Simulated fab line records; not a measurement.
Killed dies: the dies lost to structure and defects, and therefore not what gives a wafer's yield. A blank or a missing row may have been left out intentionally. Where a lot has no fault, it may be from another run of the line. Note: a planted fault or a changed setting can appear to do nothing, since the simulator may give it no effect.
8D (eight disciplines) problem report, filled in by code	flow sky130	the parts of the form that need people (team, actions taken, sign-off) are left out

== 1. WHAT WENT WRONG ==
Wafers free of any fault read 5279 ohm/sq (standard deviation 18) for PWDE_RS at SKY_NWELL_RS_MEAS_31, against a mean of 5424 ohm/sq on 6 wafers of 2 lots. That is +8.0 standard deviations from the usual mean.
The step: measures by four-point-probe.
Seen first at day 7 23:46 on film_metro-03, wafer L889.2. Wafers with a number at this step in the record: 33, from 11 lots. The rule behind "out" and "out of limits": a value lying over 4 standard deviations away from the usual mean. Any other wafer with a number is counted as sound.

== 2. WHAT IT IS; WHAT IT IS NOT ==
question	is	is not
which readings at this step	PWDE_RS	-
which lots	L889, L893	L878, L880, L881, L884, L885, L886, L887, L888, L901
which wafers of those lots	all that have a number	-
read on which gauges	film_metro-01, film_metro-03	film_metro-02
when	from day 7 23:46	up to then (24 sound wafers); but 3 sound wafers of L901 came after

== 3. THE SUSPECTS, EACH WITH WHAT RULES IT OUT ==
Counting: any tool at a process step up to the reading is kept as a suspect provided that every lot that is out went through it and no sound lot did after the first of them.
- ruled out: the gauge at SKY_NWELL_RS_MEAS_31. The wafers that are out were read on 2 gauges (film_metro-01, film_metro-03).
- implanter-01 at SKY_PWDE_IMPLANT_08: kept. All lots that are out passed through it, beginning with L889 at day 6 08:11, and no sound lot followed; its final sound lot before that point was L887 at day 5 20:11. On those wafers its own readings are out: dose_ions_cm2.
Remaining after the count: implanter-01 at SKY_PWDE_IMPLANT_08.

== 4. THE CAUSE (what the simulator had put in) ==
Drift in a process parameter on implanter-01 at SKY_PWDE_IMPLANT_08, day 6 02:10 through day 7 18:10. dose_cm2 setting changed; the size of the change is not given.
This tool alone remained once counting was done.

== 5. THE CHAIN OF EFFECTS, in route order ==
One row per reading whose mean, taken over the struck wafers that have a number, lies over 3 standard deviations from the usual. Readings are gone through only where the record gives a usual standard deviation; hours: the median, over the lots, of the time from a lot's start at the first step in this table giving one to that lot's start at this step; sigmas: the change measured in usual standard deviations.
hours	step	reading	usual	on struck wafers	change	sigmas
0	SKY_PWDE_IMPLANT_08	dose_ions_cm2	3.6e+12	3.5e+12	-1.0e+11	-29
42	SKY_NWELL_RS_MEAS_31	PWDE_RS	5279 ohm/sq	5424	+144	+8.0
Here are the process steps it includes:
- SKY_PWDE_IMPLANT_08

== 6. HOW IT WOULD HAVE BEEN CAUGHT EARLIER ==
46 hours passed between the start of the fault at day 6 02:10 and the first reading out of limits at a measuring or inspecting step in this record, taken at day 7 23:46.
The tool's own readings at SKY_PWDE_IMPLANT_08 were out on every struck wafer that the step has a row for (dose_ions_cm2): an alarm limit on them would have fired on the first of those.
By day 7 23:46, every lot that is out (2) had started SKY_PWDE_IMPLANT_08 on implanter-01. None of them would have been spared by holding the tool at that moment.
